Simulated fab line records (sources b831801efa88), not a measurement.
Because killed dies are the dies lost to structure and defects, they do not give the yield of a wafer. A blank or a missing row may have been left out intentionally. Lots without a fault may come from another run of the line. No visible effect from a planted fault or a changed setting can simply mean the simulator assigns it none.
A struck lot beside a sound one :: flow gf180mcu :: 43 out of 602 route steps
Sound: these wafers, L135.1, L135.3, L135.4. Struck: wafers L150.1, L150.3. (L150.4 of the same lot was not struck and is left out.) The cause comes at the end.
For every step that has rows: the tool of each side, followed by ch and its chambers, followed by its first start. Under that, the readings that differ: sound wafers :: struck wafers :: difference of the means :: sigmas: that difference in standard deviations of wafers without a fault.
alike: a reading whose means differ by less than 2 such deviations, as well as words and numbers matching on both sides. not compared: withheld readings; readings where some wafer has no value; bounds like >300 that might hide an equal value; numbers whose values overlap and for which the record gives no deviation.
A row with sigmas, a row that says differs or no value, or rows on one side alone: a step with any of these is where the two part. When numbers do not overlap yet have no deviation, they are printed without sigmas and do not part them. A reading missing from all wafers of one side parts the sides only when that side holds two or more wafers.

first, 1 step without rows for these wafers: GF_MVPSD_IMPLANT_09.
GF_MVPSD_STRIP_10: strips in O2/N2.
  sound on plasma asher-01 ch 0,1, day 5 19:23; struck on plasma asher-03 ch 0,1, day 9 12:11
reading: drypump motor current A (A)
sound: 6.56 6.54 6.53
struck: 6.22 5.94
difference: -0.46
sigmas: -2
  alike: heater power w, oes product au, strip time to endpoint s
  not compared: rf hours counter h
GF_MVPSD_TW_MEAS_11:
  sound on film metro-04 at day 5 19:29; struck on film metro-02 at day 9 12:17
  alike: MVPSD_TW
then, 7 steps without rows for these wafers: GF_VT_IMPLANT_DEHYDRATE_00 (time 60 s); GF_VT_IMPLANT_HMDS_01 (prime time 60 s); GF_VT_IMPLANT_COAT_02 (resist thk 1000 nm); GF_VT_IMPLANT_SOFTBAKE_03 (time 60 s); GF_VT_IMPLANT_EXPOSE_04 (exposes mask LVPWELL LV AREA, target cd 600 nm); GF_VT_IMPLANT_PEB_05; GF_VT_IMPLANT_DEVELOP_06 (develop time 60 s).
GF_VT_IMPLANT_OVL_MEAS_07:
  sound on overlay-02 at day 6 10:26; struck on overlay-01 at day 10 04:47
  alike: VT_IMPLANT_OVL
then, 1 step without rows for these wafers: GF_VT_IMPLANT_IMPLANT_08.
GF_VT_IMPLANT_STRIP_09: strips in O2/N2.
  sound on plasma asher-02 ch 0,1, day 6 10:38; struck on plasma asher-02 ch 1, day 10 04:59
  alike: drypump motor current A, heater power w, oes product au, strip time to endpoint s
  not compared: rf hours counter h
GF_VT_IMPLANT_TW_MEAS_10:
  sound on film metro-01 at day 6 10:44; struck on film metro-03 at day 10 05:05
  alike: VT_IMPLANT_TW
then, 7 steps without rows for these wafers: GF_VT_IMPLANT_DEHYDRATE_11 (time 60 s); GF_VT_IMPLANT_HMDS_12 (prime time 60 s); GF_VT_IMPLANT_COAT_13 (resist thk 1000 nm); GF_VT_IMPLANT_SOFTBAKE_14 (time 60 s); GF_VT_IMPLANT_EXPOSE_15 (exposes mask Nwell LV AREA, target cd 860 nm); GF_VT_IMPLANT_PEB_16; GF_VT_IMPLANT_DEVELOP_17 (develop time 60 s).
GF_VT_IMPLANT_OVL_MEAS_18:
  sound on overlay-02 at day 7 01:50; struck on overlay-01 at day 10 23:20
  alike: VT_IMPLANT_01_OVL
then, 1 step without rows for these wafers: GF_VT_IMPLANT_IMPLANT_19.
GF_VT_IMPLANT_STRIP_20: strips in O2/N2.
  sound on plasma asher-02 ch 0,1, day 7 02:02; struck on plasma asher-04 ch 0,1, day 10 23:32
  alike: drypump motor current A, heater power w, oes product au, strip time to endpoint s
  not compared: rf hours counter h
GF_VT_IMPLANT_TW_MEAS_21:
  sound on film metro-04 at day 7 02:08; struck on film metro-01 at day 10 23:38
  alike: VT_IMPLANT_2_TW
then, 7 steps without rows for these wafers: GF_VT_IMPLANT_DEHYDRATE_22 (time 60 s); GF_VT_IMPLANT_HMDS_23 (prime time 60 s); GF_VT_IMPLANT_COAT_24 (resist thk 1000 nm); GF_VT_IMPLANT_SOFTBAKE_25 (time 60 s); GF_VT_IMPLANT_EXPOSE_26 (exposes mask LVPWELL HV AREA, target cd 860 nm); GF_VT_IMPLANT_PEB_27; GF_VT_IMPLANT_DEVELOP_28 (develop time 60 s).
GF_VT_IMPLANT_OVL_MEAS_29:
  sound on overlay-02 at day 7 17:41; struck on overlay-01 at day 11 17:11
  alike: VT_IMPLANT_02_OVL
then, 1 step without rows for these wafers: GF_VT_IMPLANT_IMPLANT_30.
GF_VT_IMPLANT_STRIP_31: strips in O2/N2.
  sound on plasma asher-02 ch 0,1, day 7 17:53; struck on plasma asher-04 ch 0, day 11 17:23
  alike: drypump motor current A, heater power w, oes product au, strip time to endpoint s
  not compared: rf hours counter h
GF_VT_IMPLANT_TW_MEAS_32:
  sound on film metro-04 at day 7 17:59; struck on film metro-01 at day 11 17:29
  alike: VT_IMPLANT_3_TW
then, 6 steps without rows for these wafers: GF_VT_IMPLANT_DEHYDRATE_33 (time 60 s); GF_VT_IMPLANT_HMDS_34 (prime time 60 s); GF_VT_IMPLANT_COAT_35 (resist thk 1000 nm); GF_VT_IMPLANT_SOFTBAKE_36 (time 60 s); GF_VT_IMPLANT_EXPOSE_37 (exposes mask Nwell HV AREA, target cd 860 nm); GF_VT_IMPLANT_PEB_38.
-- a jump in the record: the struck wafers' starts before and after are 22 days apart (it breaks off in module VT_IMPLANT and resumes in module PASSIVATION, where the first step shown is number 602 of the route) --
GF_PASSIVATION_PROBE_99:
  only the struck wafers here have rows in the record (prober-01, day 33 21:19); the sound ones have none

== WHERE THEY PART ==
First at GF_MVPSD_STRIP_10; last, within this record, at GF_PASSIVATION_PROBE_99.

WHY: the cause the simulator had injected
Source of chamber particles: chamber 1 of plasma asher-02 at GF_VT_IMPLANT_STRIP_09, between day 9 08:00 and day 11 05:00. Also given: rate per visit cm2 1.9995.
